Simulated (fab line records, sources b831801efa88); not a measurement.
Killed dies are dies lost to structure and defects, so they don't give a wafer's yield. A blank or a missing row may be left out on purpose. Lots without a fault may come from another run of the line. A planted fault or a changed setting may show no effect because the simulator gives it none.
A struck lot beside a sound one | flow sky130 | 34 steps out of a route of 708
Sound: wafers L661.4, L661.5, L661.6. Struck: wafers L673.1, L673.2, L673.4. The cause comes at the end.
At each step with rows: each side's tool, then ch and its chambers, then its first start. Under that, the readings that differ: sound wafers | struck wafers | difference of the means | sigmas: that difference in standard deviations of wafers without a fault.
alike: readings whose means differ by less than 2 such deviations, and words and numbers that are the same on both sides. not compared: withheld readings, readings that some wafer has no value for, bounds like >300 that may hide the same value, and numbers for which the record gives no deviation and whose values overlap.
The two part at a step that has a row with sigmas, a row that says differs or no value, or rows on one side only. Numbers that don't overlap but have no deviation are shown without sigmas and don't part them. A reading that every wafer of one side lacks parts them only if that side has two wafers or more.

first, 10 steps without rows for these wafers: SKY_METAL4_PEB_11; SKY_METAL4_DEVELOP_12 (develop time 60 s); SKY_METAL4_DESCUM_15 (chemistry O2, time 8 s); SKY_METAL4_ETCH_16 (etches BARC in N2/H2, stops on SiO2, time 88.2 s, target depth 60 nm); SKY_METAL4_ETCH_17 (etches SiO2 in C4F8/O2/Ar, stops on TiN, time 3.9 s, target depth 15 nm); SKY_METAL4_METAL_ETCH_18 (etches the open film in Cl2/BCl3, stops on SiO2, target depth 845 nm, time 183.1 s); SKY_METAL4_STRIP_19 (strips in O2/N2); SKY_METAL4_STRIP_20 (strips in post etch residue remover, time 1200 s); SKY_METAL4_CLEAN_21 (cleans in IPA, time 180 s); SKY_METAL4_CLEAN_22 (cleans in O3/DIW).
SKY_VIA4_HDPCVD_00: deposits SiO2, target thk 1750 nm, time 291.7 s.
  sound on hdpcvd-01 ch 0,1,2, day 43 18:33; struck on hdpcvd-01 ch 0,1,2, day 47 00:58
then, 22 steps without rows for these wafers: SKY_VIA4_CMP_02 (polishes SiO2); SKY_VIA4_DEHYDRATE_04 (time 60 s); SKY_VIA4_HMDS_05 (prime time 60 s); SKY_VIA4_COAT_06 (resist thk 1140 nm); SKY_VIA4_SOFTBAKE_07 (time 60 s); SKY_VIA4_EXPOSE_08 (exposes mask VIM4, target cd 800 nm); SKY_VIA4_PEB_09; SKY_VIA4_DEVELOP_10 (develop time 60 s); SKY_VIA4_ETCH_12 (etches SiO2 in C4F8/O2/Ar, stops on TiN, target depth 580 nm); SKY_VIA4_STRIP_13 (strips in O2/N2); SKY_VIA4_STRIP_14 (strips in post etch residue remover, time 1200 s); SKY_VIA4_CLEAN_15 (cleans in IPA, time 180 s); SKY_VIA4_CLEAN_16 (cleans in O3/DIW); SKY_VIA4_SPUTTER_17 (material TiN, target thk 20 nm, time 80 s); SKY_VIA4_CVD_18 (deposits W, target thk 505 nm, time 152.14 s); SKY_VIA4_CMP_21 (polishes, stops on SiO2, t overpolish 25 s, target thk 0 nm); SKY_METAL5_SPUTTER_00 (material Ti, target thk 15 nm, time 10 s); SKY_METAL5_SPUTTER_01 (material TiN, target thk 20 nm, time 16.7 s); SKY_METAL5_SPUTTER_02 (material AlCu, target thk 1150 nm, time 61.2 s); SKY_METAL5_SPUTTER_03 (material Ti, target thk 5 nm, time 3.3 s); SKY_METAL5_SPUTTER_04 (material TiN, target thk 70 nm, time 58.3 s); SKY_METAL5_DEHYDRATE_07 (time 60 s).
-- the record jumps here: 3 days lie between the struck wafers' starts before and after (it left off in module METAL5 and takes up again in module PAD_OPEN, whose first step shown is number 708 of the route) --
SKY_PAD_OPEN_PROBE_99:
  sound on prober-02, day 47 12:11; struck on prober-02, day 50 06:57
  reading                               | sound               | struck            | difference | sigmas
  defect_limited_yield (%)              | 79.1 79.5 82.3      | 76.0 73.2 74.4    | -5.8       | -3
  killed_at_M4_up                       | 1 0 2               | 40 55 58          | +50        | +25
  killed_at_contacts                    | 42 38 20            | 20 28 18          | -11        | -2
  killed_dies                           | 103 101 87          | 118 132 126       | +28        | +3
  sort_bin_3_pad_short (%)              | 0.2 1.0 0.4         | 3.5 4.1 2.0       | +2.7       | +6
  sort_bin_5_function (%)               | 11.4 13.6 12.2      | 15.7 16.1 16.3    | +3.6       | +3
  sort_n_pass                           | 389 391 405         | 374 360 366       | -28        | -3
  sort_yield_pct (%)                    | 79.1 79.5 82.3      | 76.0 73.2 74.4    | -5.8       | -3
  model.etest.tester.sort_n_pass        | 389 391 405         | 374 360 366       | -28        |
  model.etest.tester.sort_yield_pct (%) | 79.06 79.47 82.32   | 76.02 73.17 74.39 | -5.76      |
  model.etest.tester.sort_bin_5_pct (%) | 11.38 13.62 12.2    | 15.65 16.06 16.26 | +3.59      |
  model.etest.tester.sort_bin_3_pct (%) | 0.2033 1.016 0.4065 | 3.455 4.065 2.033 | +2.642     |
  alike: killed_at_M0_to_M3, killed_at_front_end, killed_at_other, killed_open, killed_short, sort_bin_6_memory, sort_bin_8_speed

WHERE THEY PART
Only at SKY_PAD_OPEN_PROBE_99, within this record.

WHY: what the simulator had put in
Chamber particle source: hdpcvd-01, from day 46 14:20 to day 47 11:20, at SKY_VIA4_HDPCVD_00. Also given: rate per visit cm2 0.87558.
